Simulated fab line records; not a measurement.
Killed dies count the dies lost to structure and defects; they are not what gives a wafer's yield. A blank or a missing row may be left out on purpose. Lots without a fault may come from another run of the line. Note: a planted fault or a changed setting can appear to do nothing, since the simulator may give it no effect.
Which tool did it? ; flow gf180mcu ; Sampling: 13 lots, 39 wafers, 3 of 602 route steps

WHAT EACH GAUGE READ, for each wafer
GF_V5_THK_MEAS_01. Usual: V5_CVD_00_THK 301.6 nm, standard deviation 2.7.
lot;measured;on;V5_CVD_00_THK (nm);flag
L628;day 26 06:22;filmMetro-01;297.5 302.8 304.6;
L630;day 26 22:01;filmMetro-02;303.5 301.4 299.9;
L631;day 27 17:26;filmMetro-04;300.7 303.3 305.2;
L632;day 27 17:37;filmMetro-02;298.0 297.2 298.9;
L633;day 27 23:20;filmMetro-01;303.4 305.7 303.9;
L634;day 28 08:21;filmMetro-04;300.9 302.9 303.3;
L637;day 29 03:37;filmMetro-04;300.6 298.4 300.0;
L638;day 29 14:19;filmMetro-02;300.0 300.4 302.3;
L644;day 31 05:53;filmMetro-01;304.0 300.9 302.6;
L647;day 31 22:01;filmMetro-02;301.8 300.9 301.9;
L648;day 32 04:38;filmMetro-02;298.1 301.2 301.3;
L649;day 32 10:59;filmMetro-04;298.6 301.4 301.3;
L651;day 32 20:10;filmMetro-01;303.3 300.0 299.9;

WHAT TOOL EACH LOT RAN ON (gives the tool, then ch and the chambers of the sampled wafers, and finally the start)
lot;GF_M2_SPUTTER_02;GF_MIM_STRIP_20
L628;pvdSputter-01, day 18 03:05;plasmaAsher-01 ch 0,1, day 25 07:34
L630;pvdSputter-01, day 18 19:32;plasmaAsher-04 ch 0,1, day 26 00:08
L631;pvdSputter-04, day 19 12:45;plasmaAsher-04 ch 0,1, day 26 20:11
L632;pvdSputter-04, day 19 20:57;plasmaAsher-03 ch 0,1, day 26 20:17
L633;pvdSputter-02, day 20 03:06;plasmaAsher-01 ch 0,1, day 27 02:20
L634;pvdSputter-04, day 20 13:08;plasmaAsher-04 ch 0,1, day 27 10:16
L637;pvdSputter-04, day 21 13:30;plasmaAsher-03 ch 0,1, day 28 07:04
L638;pvdSputter-04, day 22 01:01;plasmaAsher-01 ch 0,1, day 28 17:10
L644;pvdSputter-01, day 24 02:43;plasmaAsher-04 ch 0,1, day 30 10:41
L647;pvdSputter-04, day 24 23:54;plasmaAsher-01 ch 0,1, day 31 03:38
L648;pvdSputter-01, day 25 07:12;plasmaAsher-04 ch 0,1, day 31 10:03
L649;pvdSputter-01, day 25 16:55;plasmaAsher-04 ch 0,1, day 31 18:07
L651;pvdSputter-04, day 26 04:34;plasmaAsher-03 ch 1, day 32 02:25
- GF_M2_SPUTTER_02: material AlCu, target thk 450 nm, time 23.9 s.
- GF_MIM_STRIP_20: strips in O2/N2.

WHAT THE TOOLS THEMSELVES READ (means of the sampled wafers that have a number; where no wafer has one, the mark that the record gives instead)
GF_M2_SPUTTER_02. Usual: throttleValvePct reads 29.9 % (standard deviation 0.96).
lot;tool;throttleValvePct (%);flag
L628;pvdSputter-01;29.6;
L630;pvdSputter-01;28.9;
L631;pvdSputter-04;30.9;
L632;pvdSputter-04;30.4;
L633;pvdSputter-02;29.6;
L634;pvdSputter-04;30.3;
L637;pvdSputter-04;30.2;
L638;pvdSputter-04;30.5;
L644;pvdSputter-01;29.5;
L647;pvdSputter-04;30.9;
L648;pvdSputter-01;29.5;
L649;pvdSputter-01;28.9;
L651;pvdSputter-04;30.6;

GF_MIM_STRIP_20. Usual: drypumpMotorCurrentA 5.7 A, standard deviation 0.49; heaterPowerW 320 W, standard deviation 36; oesProductAu 0.691 a.u., standard deviation 0.005; stripTimeToEndpointS 11.21 s, standard deviation 0.037.
lot;tool;drypumpMotorCurrentA (A);heaterPowerW (W);oesProductAu (a.u.);stripTimeToEndpointS (s);flag
L628;plasmaAsher-01;5.8;350;0.694;11.24;
L630;plasmaAsher-04;5.5;310;0.693;11.23;
L631;plasmaAsher-04;5.4;299;0.700;11.26;
L632;plasmaAsher-03;6.6;346;0.693;11.24;
L633;plasmaAsher-01;5.8;348;0.692;11.22;
L634;plasmaAsher-04;5.4;302;0.685;11.20;
L637;plasmaAsher-03;6.6;332;0.692;11.22;
L638;plasmaAsher-01;5.5;317;0.696;11.25;
L644;plasmaAsher-04;5.3;298;0.687;11.16;
L647;plasmaAsher-01;5.6;322;0.688;11.21;
L648;plasmaAsher-04;5.4;299;0.689;11.21;
L649;plasmaAsher-04;5.5;311;0.690;11.18;
L651;plasmaAsher-03;6.5;365;0.693;11.21;

THE ANSWER, worked out from the rows above alone
Rule: lot off if the mean of its wafers having a number is beyond 3 standard deviations from the usual mean. A lot without any number at a reading at which 4 lots or more have one is off too. Where the step has rows for the other lots, those lots are counted as sound. After the gauges, taken in route order, come the tools' own readings; for these a lot's mean is taken, as printed above. At the first step where some lot is off, the reading lying furthest off is the one used; lots without a number count as furthest.
None of the lots is off at any reading shown; this tells nothing.

WHAT THE SIMULATOR HAD PUT IN
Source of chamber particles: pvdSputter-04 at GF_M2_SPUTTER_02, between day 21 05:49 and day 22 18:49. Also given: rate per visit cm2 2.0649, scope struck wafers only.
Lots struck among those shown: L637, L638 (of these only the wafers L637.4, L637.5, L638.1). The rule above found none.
